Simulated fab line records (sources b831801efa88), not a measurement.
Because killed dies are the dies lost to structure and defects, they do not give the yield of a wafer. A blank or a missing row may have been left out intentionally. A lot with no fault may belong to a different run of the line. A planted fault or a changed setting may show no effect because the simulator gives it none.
fab line records -- flow sfq-line -- part 2 of 2: steps 24 to 32 of 32
record lots=5, wafers=15, last-day=92
route steps=325 shown M6@263 I6@266 M7@281
lots with no fault: from the same line, run without faults
start-h: hours from the record's first day to the start of the lot's first wafer shown -- wait-h: hours since the lot's step before -- " repeats the value in the row above -- L1.1+2: a single row standing in for several wafers -- - either no value or no given start -- * or withheld: withheld -- < > ~ a bound
route shown NAME@n: NAME is a module with steps in the file, n the number in the route of the first one -- usual: mean/standard deviation taken from wafers without a fault -- same: alike in all rows -- chamber/n: place in a boat -- sites: per-site readings -- _std_site: standard deviation across them -- _edge_site: inner sites' mean taken away from outer sites' mean -- radius-mm: for every site, how far away it sits from the centre of the wafer -- mask NAME#n: copy n -- behind: the last tool/chamber to shape the wafer -- hold: why the lot was held/for how many hours/how that ended -- device: the n, p or np transistor that did not switch -- end of line: the tests these same wafers got at the end of their route -- a step with no rows: only its recipe -- killed: count of dies lost to structure and defects at first sort (not the wafer's yield) -- map: shows each die of a wafer: x if killed, . if not, _ if none is there
set.NAME: the run value of the setting; set.NAME@STEP: its run value at that earlier step -- model.NAME: the simulator's own value behind a step, which no gauge read
lots at some steps of the route; a table a step, a row a wafer
services: the hour from which a tool's chamber was out of use, counted from the record's first day as start-h (under 0 if before that day), plus the number of hours and why
## steps
# step SFQ_TRILAYER_M7_LITHO_SOFTBAKE_181
# recipe temp-c=withheld, time-s=withheld, resist=KrF
# usual chill-plate-temp-C=*
lot.wafer,tool,chamber,start-h,wait-h,chill-plate-temp-C
L076.1,litho-track-03,0,1823.84,0.2,*
L076.4,litho-track-03,0,1823.84,0.2,*
L076.5,litho-track-03,0,1823.84,0.2,*
L077.1,litho-track-04,0,1826.84,0.2,*
L077.3,litho-track-04,0,1826.84,0.2,*
L077.4,litho-track-04,0,1826.84,0.2,*
L083.1,litho-track-04,0,1888.12,0.2,*
L083.5,litho-track-04,0,1888.12,0.2,*
L083.6,litho-track-04,0,1888.12,0.2,*
L084.1,litho-track-04,0,1889.12,0.2,*
L084.4,litho-track-04,0,1889.12,0.2,*
L084.6,litho-track-04,0,1889.12,0.2,*
L095.4,litho-track-01,0,1984.29,0.2,*
L095.5,litho-track-01,0,1984.29,0.2,*
L095.6,litho-track-01,0,1984.29,0.2,*
# step SFQ_TRILAYER_M7_LITHO_EXPOSE_178
# recipe mask-id=M7, na=0.6, source-shape=conventional, sigma-outer=0.65, target-cd-nm=500, dose-mj=14.4
# usual focus-offset-nm=-0.1/0.5
lot.wafer,tool,chamber,start-h,wait-h,mask,focus-offset-nm
L076.1,krf-scanner-01,0,1888.07,-,M7#0,0.1
L076.4,krf-scanner-01,0,1888.07,-,M7#0,-0.4
L076.5,krf-scanner-01,0,1888.07,-,M7#0,0.1
L077.1,krf-scanner-01,0,1889.27,-,M7#0,-0.2
L077.3,krf-scanner-01,0,1889.27,-,M7#0,-1.0
L077.4,krf-scanner-01,0,1889.27,-,M7#0,-0.3
L083.1,krf-scanner-01,0,1978.66,-,M7#0,-0.1
L083.5,krf-scanner-01,0,1978.66,-,M7#0,-0.3
L083.6,krf-scanner-01,0,1978.66,-,M7#0,-0.5
L084.1,krf-scanner-01,0,1979.86,-,M7#0,-1.0
L084.4,krf-scanner-01,0,1979.86,-,M7#0,-1.0
L084.6,krf-scanner-01,0,1979.86,-,M7#0,-1.5
L095.4,krf-scanner-01,0,2061.66,-,M7#0,-0.2
L095.5,krf-scanner-01,0,2061.66,-,M7#0,-0.6
L095.6,krf-scanner-01,0,2061.66,-,M7#0,-0.6
# step SFQ_TRILAYER_M7_LITHO_PEB_180
# recipe peb-temp-c=115, peb-time-s=60, resist=KrF
# usual chill-plate-temp-C=23.00/0.1
lot.wafer,tool,chamber,start-h,wait-h,chill-plate-temp-C
L076.1,litho-track-03,0,1889.27,1.0,22.98
L076.4,litho-track-03,0,1889.27,1.0,22.97
L076.5,litho-track-03,0,1889.27,1.0,22.95
L077.1,litho-track-04,0,1890.47,1.0,22.85
L077.3,litho-track-04,0,1890.47,1.0,22.66
L077.4,litho-track-04,0,1890.47,1.0,22.67
L083.1,litho-track-03,0,1979.86,1.0,22.95
L083.5,litho-track-03,0,1979.86,1.0,22.91
L083.6,litho-track-03,0,1979.86,1.0,22.98
L084.1,litho-track-04,0,1981.06,1.0,22.96
L084.4,litho-track-04,0,1981.06,1.0,23.09
L084.6,litho-track-04,0,1981.06,1.0,23.00
L095.4,litho-track-03,0,2062.33,0.5,22.99
L095.5,litho-track-03,0,2062.33,0.5,22.93
L095.6,litho-track-03,0,2062.33,0.5,23.02
# step SFQ_TRILAYER_M7_LITHO_DEVELOP_179
# recipe time-s=60, resist=KrF
# usual chill-plate-temp-C=22.99/0.1
lot.wafer,tool,chamber,start-h,wait-h,chill-plate-temp-C
L076.1,litho-track-03,0,1889.42,0.1,23.06
L076.4,litho-track-03,0,1889.42,0.1,23.10
L076.5,litho-track-03,0,1889.42,0.1,23.09
L077.1,litho-track-04,0,1890.62,0.1,22.95
L077.3,litho-track-04,0,1890.62,0.1,22.83
L077.4,litho-track-04,0,1890.62,0.1,22.87
L083.1,litho-track-03,0,1980.01,0.1,23.27
L083.5,litho-track-03,0,1980.01,0.1,23.05
L083.6,litho-track-03,0,1980.01,0.1,23.07
L084.1,litho-track-04,0,1981.21,0.1,22.98
L084.4,litho-track-04,0,1981.21,0.1,23.01
L084.6,litho-track-04,0,1981.21,0.1,22.96
L095.4,litho-track-03,0,2062.48,0.1,23.02
L095.5,litho-track-03,0,2062.48,0.1,23.00
L095.6,litho-track-03,0,2062.48,0.1,22.93
# step SFQ_M7_OVL_MEAS_945
# usual M7_OVL=-2/4.2
lot.wafer,tool,chamber,start-h,wait-h,M7_OVL[nm]
L076.1,overlay-01,-,1889.57,0.1,-4
L076.4,overlay-01,-,1889.57,0.1,-10
L076.5,overlay-01,-,1889.57,0.1,-6
L077.1,overlay-01,-,1890.77,0.1,-5
L077.3,overlay-01,-,1890.77,0.1,-7
L077.4,overlay-01,-,1890.77,0.1,-6
L083.1,overlay-01,-,1980.16,0.1,3
L083.5,overlay-01,-,1980.16,0.1,4
L083.6,overlay-01,-,1980.16,0.1,-5
L084.1,overlay-01,-,1981.36,0.1,-1
L084.4,overlay-01,-,1981.36,0.1,-6
L084.6,overlay-01,-,1981.36,0.1,-5
L095.4,overlay-02,-,2062.57,0.1,0
L095.5,overlay-02,-,2062.57,0.1,0
L095.6,overlay-02,-,2062.57,0.1,-1
# step SFQ_TRILAYER_M7_BARC_OPEN_METAL_ETCH_229
# recipe mask-material=PR, chemistry=O2, target-depth-nm=125, target=BARC, icp-w=600, bias-w=80, pressure-mtorr=10, time-s=41.7
# usual drypump-motor-current-A=6.2/0.47, oes-product-au=0.685/0.0048
lot.wafer,tool,chamber,start-h,wait-h,drypump-motor-current-A,oes-product-au,rf-hours-counter-h
L076.1,rie-metal-02,1,1889.61,0.0,6.8,0.684,117
L076.4,rie-metal-02,0,1889.61,0.0,6.4,0.692,-
L076.5,rie-metal-02,1,1889.61,0.0,6.8,0.694,-
L077.1,rie-metal-03,0,1890.81,0.0,5.4,0.687,20
L077.3,rie-metal-03,1,1890.81,0.0,6.3,0.681,-
L077.4,rie-metal-03,0,1890.81,0.0,5.4,0.685,-
L083.1,rie-metal-01,0,1980.20,0.0,5.8,0.685,129
L083.5,rie-metal-01,1,1980.20,0.0,5.9,0.685,-
L083.6,rie-metal-01,0,1980.20,0.0,5.8,0.690,-
L084.1,rie-metal-02,0,1981.40,0.0,6.4,0.685,71
L084.4,rie-metal-02,1,1981.40,0.0,6.8,0.685,-
L084.6,rie-metal-02,0,1981.40,0.0,6.4,0.677,-
L095.4,rie-metal-02,1,2062.61,0.0,6.8,0.682,-
L095.5,rie-metal-02,1,2062.61,0.0,6.8,0.682,-
L095.6,rie-metal-02,0,2062.61,0.0,6.4,0.684,-
# step SFQ_TRILAYER_M7_ETCH_METAL_ETCH_180
# recipe target=Nb, stop-on=SiO2, mask-material=PR, chemistry=Cl2/Ar, target-depth-nm=240, icp-w=600, bias-w=80, pressure-mtorr=10, time-s=120
# usual drypump-motor-current-A=6.1/0.47, oes-product-au=0.897/0.0062
lot.wafer,tool,chamber,start-h,wait-h,drypump-motor-current-A,oes-product-au,rf-hours-counter-h
L076.1,rie-metal-02,1,1889.69,0.1,6.8,0.892,117
L076.4,rie-metal-02,0,1889.69,0.1,6.4,0.900,-
L076.5,rie-metal-02,1,1889.69,0.1,6.8,0.898,-
L077.1,rie-metal-03,0,1890.87,0.0,5.4,0.906,20
L077.3,rie-metal-03,1,1890.87,0.0,6.3,0.901,-
L077.4,rie-metal-03,0,1890.87,0.0,5.5,0.905,-
L083.1,rie-metal-01,0,1980.26,0.0,5.7,0.899,129
L083.5,rie-metal-01,1,1980.26,0.0,5.9,0.887,-
L083.6,rie-metal-01,0,1980.26,0.0,5.7,0.898,-
L084.1,rie-metal-02,0,1981.46,0.0,6.4,0.896,71
L084.4,rie-metal-02,1,1981.46,0.0,6.8,0.901,-
L084.6,rie-metal-02,0,1981.46,0.0,6.4,0.897,-
L095.4,rie-metal-02,1,2062.69,0.1,6.9,0.900,-
L095.5,rie-metal-02,1,2062.69,0.1,6.8,0.898,-
L095.6,rie-metal-02,0,2062.69,0.1,6.4,0.898,-
# step SFQ_TRILAYER_M7_STRIP_STRIP_181
# recipe gas=O2, power-w=200, platen-temp-c=40, overash-fraction=0.65, chemistry=O2, pressure-mtorr=50
# usual drypump-motor-current-A=6.2/0.47, oes-product-au=1.000/0.006
lot.wafer,tool,chamber,start-h,wait-h,drypump-motor-current-A,oes-product-au,rf-hours-counter-h
L076.1,rie-metal-02,1,1889.85,0.1,6.8,1.003,117
L076.4,rie-metal-02,0,1889.85,0.1,6.4,0.987,-
L076.5,rie-metal-02,1,1889.85,0.1,6.8,1.003,-
L077.1,rie-metal-03,0,1890.99,0.1,5.4,1.000,21
L077.3,rie-metal-03,1,1890.99,0.1,6.3,0.990,-
L077.4,rie-metal-03,0,1890.99,0.1,5.4,0.990,-
L083.1,rie-metal-01,0,1980.38,0.1,5.7,0.988,129
L083.5,rie-metal-01,1,1980.38,0.1,5.9,1.003,-
L083.6,rie-metal-01,0,1980.38,0.1,5.7,0.997,-
L084.1,rie-metal-02,0,1981.58,0.1,6.4,1.000,71
L084.4,rie-metal-02,1,1981.58,0.1,6.8,1.004,-
L084.6,rie-metal-02,0,1981.58,0.1,6.4,0.994,-
L095.4,rie-metal-02,1,2062.98,0.2,6.8,1.008,-
L095.5,rie-metal-02,1,2062.98,0.2,6.8,1.004,-
L095.6,rie-metal-02,0,2062.98,0.2,6.4,0.990,-
# step SFQ_TRILAYER_M7_STRIP_SOLV_CLEAN_182
# recipe chemistry=NMP, temp-c=70, time-s=600
lot.wafer,tool,chamber,start-h,wait-h
L076.1+4+5,wet-bench-03,"7,3,4",1890.65,0.5
L077.1+3+4,wet-bench-02,"0,7,2",1891.59,0.4
L083.1+5+6,wet-bench-03,"0,7,2",1980.98,0.4
L084.1+4+6,wet-bench-04,"1,2,4",1982.18,0.4
L095.4+5+6,wet-bench-04,"1,4,0",2063.38,0.2
## services
tool,chamber,start-h,hours,kind
rie-metal-04,-,1694.71,14.6,pm
krf-scanner-02,-,1710.42,1.0,pm
rie-diel-03,1,1716.29,2.5,repair
krf-scanner-02,-,1719.82,0.8,pm
rie-metal-02,-,1719.87,0.2,repair
krf-scanner-02,-,1720.57,0.8,pm
krf-scanner-02,-,1720.67,0.8,repair
rie-diel-03,1,1729.25,2.5,repair
krf-scanner-01,-,1729.58,1.0,pm
krf-scanner-01,-,1740.18,1.3,pm
rie-diel-03,-,1747.39,2.8,pm
krf-scanner-01,-,1749.88,4.4,pm
rie-metal-01,-,1751.89,2.8,pm
krf-scanner-01,-,1765.92,11.0,repair
rie-metal-02,0,1816.86,16.9,repair
rie-metal-02,-,1832.20,5.5,repair
rie-diel-03,0,1841.63,44.4,repair
rie-diel-03,3,1885.64,4.4,repair
rie-metal-02,-,1888.52,0.1,repair
rie-metal-04,-,1919.34,0.1,repair
rie-metal-04,1,1921.14,2.6,repair
rie-diel-03,-,1936.77,0.7,repair
rie-diel-03,1,1973.38,7.2,repair
rie-metal-02,-,2045.49,2.8,repair
